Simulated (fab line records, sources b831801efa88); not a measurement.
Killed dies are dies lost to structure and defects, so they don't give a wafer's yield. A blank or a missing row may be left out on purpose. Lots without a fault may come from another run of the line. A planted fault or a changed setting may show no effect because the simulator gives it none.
Chamber matching | flow gf180mcu | GF_V3_CVD_02 on pecvd-04: 3 sister chambers
The step deposits SiO2 from TEOS, target thk 850 nm, time 94.851 s. 3 wafers are shown with their chamber, then 8 later ones without.

WAFERS WITH THEIR CHAMBER
wafer  | chamber | heater_power_w (W)
L080.6 | 2       | 735
L085.2 | 1       | 625
L087.2 | 0       | 698

WAFERS WITHOUT THEIR CHAMBER
wafer  | heater_power_w (W)
L087.4 | 520
L087.6 | 734
L092.3 | 604
L092.4 | 641
L092.6 | 723
L096.3 | 577
L096.4 | 578
L096.5 | 619

WHICH CHAMBER EACH WENT THROUGH
wafer  | from the rows above          | in truth
L087.4 | can't be placed: 1 or 0      | 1
L087.6 | can't be placed: 2 or 0      | 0
L092.3 | can't be placed: 1 or 0      | 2
L092.4 | can't be placed: 1 or 0 or 2 | 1
L092.6 | can't be placed: 2 or 0 or 1 | 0
L096.3 | can't be placed: 1 or 0      | 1
L096.4 | can't be placed: 1 or 0      | 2
L096.5 | can't be placed: 1 or 0      | 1
Placed correctly: 0 of 8. Can't be placed from these rows: 8 (the true chamber is among the candidates in 6). Placed wrongly: 0.
How it was worked out, from the rows above alone: a wafer's distance from a chamber is the root of the sum, over the readings, of the square of ((its reading less the chamber's mean) divided by the reading's scatter). The wafer belongs to the nearest chamber; if the next one is less than 2 further off, it can't be placed. A chamber's mean is the mean of its shown wafers. The scatter: with one shown wafer a chamber, the root of the mean of the squares of how far each hidden wafer lies from its nearest shown one.
